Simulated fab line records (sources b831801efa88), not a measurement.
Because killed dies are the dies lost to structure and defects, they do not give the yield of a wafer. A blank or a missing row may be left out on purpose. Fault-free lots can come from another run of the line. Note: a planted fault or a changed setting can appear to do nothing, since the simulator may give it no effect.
What tool caused it? | flow sky130 | 11 lots with 33 wafers sampled at 2 steps, on a route of 708 steps

WHAT THE GAUGES READ, wafer by wafer
SKY_CONTACT_BOW_MEAS_05.
lot  | measured     | on            | CONTACT_BOW (um)
L704 | day 30 11:55 | film-metro-01 | 81 87 85
L706 | day 31 12:33 | film-metro-01 | 92 82 84
L708 | day 32 04:36 | film-metro-04 | 83 79 81
L709 | day 32 15:57 | film-metro-04 | 77 74 81
L710 | day 32 20:15 | film-metro-03 | 81 82 76
L714 | day 33 23:56 | film-metro-03 | 78 77 71
L717 | day 35 06:28 | film-metro-04 | 84 91 82 - - -
L719 | day 36 02:13 | film-metro-04 | 92 82 83 - - -
L720 | day 36 14:53 | film-metro-04 | 87 94 80
L721 | day 36 16:41 | film-metro-04 | 81 80 92
L725 | day 37 18:41 | film-metro-01 | 85 80 76

EACH LOT AND THE TOOL THAT RAN IT (in order: tool; ch and the chambers of the sampled wafers; start)
lot  | SKY_CONTACT_CMP_04
L704 | cmp-02 ch 1,3, day 30 11:34
L706 | cmp-02 ch 0,2, day 31 12:17
L708 | cmp-02 ch 1,2,3, day 32 04:23
L709 | cmp-01 ch 0,1,3, day 32 15:44
L710 | cmp-01 ch 0,1,2, day 32 19:59
L714 | cmp-02 ch 0,1,3, day 33 23:43
L717 | cmp-01 ch 0,1,2, day 35 06:16
L719 | cmp-01 ch 1,2,3, day 36 01:59
L720 | cmp-02 ch 0,1,2, day 36 14:34
L721 | cmp-02 ch 2,3, day 36 16:25
L725 | cmp-02 ch 0,1,2, day 37 18:32
- SKY_CONTACT_CMP_04: polishes SiO2.

WHAT THE TOOLS THEMSELVES READ (means of the sampled wafers that have a number; where no wafer has one, the mark that the record gives instead)
SKY_CONTACT_CMP_04.
lot  | tool   | head-pressure-psi (psi) | motor-current-A (A) | slurry-filter-dp-kPa (kPa) | time-to-endpoint-s (s)
L704 | cmp-02 | 3.995                   | 12.0                | 13.53                      | 79
L706 | cmp-02 | 4.003                   | 12.1                | 13.27                      | 81
L708 | cmp-02 | 3.997                   | 11.6                | 13.44                      | 83
L709 | cmp-01 | 4.000                   | 12.0                | 13.65                      | 86
L710 | cmp-01 | 3.998                   | 11.2                | 13.55                      | 83
L714 | cmp-02 | 4.004                   | 11.9                | 13.40                      | 83
L717 | cmp-01 | 2.608                   | 8.7                 | 13.50                      | 110
L719 | cmp-01 | 2.594                   | 9.5                 | 13.56                      | 111
L720 | cmp-02 | 4.000                   | 12.1                | 13.49                      | 90
L721 | cmp-02 | 3.991                   | 11.2                | 13.40                      | 91
L725 | cmp-02 | 4.006                   | 11.6                | 13.42                      | 88

THE ANSWER, worked out from the rows above alone
Rule: usual is defined by the lots themselves. Put in order of their means at a reading, lots are off if they are a third of the lots or fewer, leave a main group of 4 or more, and stand apart from it by a gap of 3 or more times the standard deviation of the main group's means; of several such gaps the widest counts. The tables above print the reading to a certain number of digits; a main group whose means all agree to those digits is not used. A lot without any number at a reading at which 4 lots or more have one is off too. Any other lot the step has rows for is counted as sound. After the gauges, taken in route order, come the tools' own readings; for these a lot's mean is taken, as printed above. The first step at which some lot is off is used, and at that step the reading that is off furthest; a lot without a number counts as furthest.
Off at SKY_CONTACT_CMP_04 (head-pressure-psi): L717, L719. The main group: mean 3.999 psi, standard deviation 0.0044.
A tool fits if, at that step or a process step before it, it ran every lot that is off, and no sound lot after the first of them. One fits: SKY_CONTACT_CMP_04 on cmp-01. A fault onset in the window from L710 (day 32 19:59, its last sound lot) to L717 (day 35 06:16, its first lot off) fits.
The tool's own readings at SKY_CONTACT_CMP_04 bear it out: on the lots that are off they differ by more than 5 times the standard deviation of the sound lots' means. head-pressure-psi reads 2.601 psi there against 3.999 psi on the sound lots; motor-current-A reads 9.1 A there against 11.7 A on the sound lots; time-to-endpoint-s reads 110 s there against 85 s on the sound lots.

WHAT HAD BEEN PUT IN BY THE SIMULATOR
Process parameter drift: cmp-01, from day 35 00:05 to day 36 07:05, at SKY_CONTACT_CMP_04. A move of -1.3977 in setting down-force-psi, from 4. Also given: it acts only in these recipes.
Struck lots among those shown: L717, L719. The same result came from the rule above.
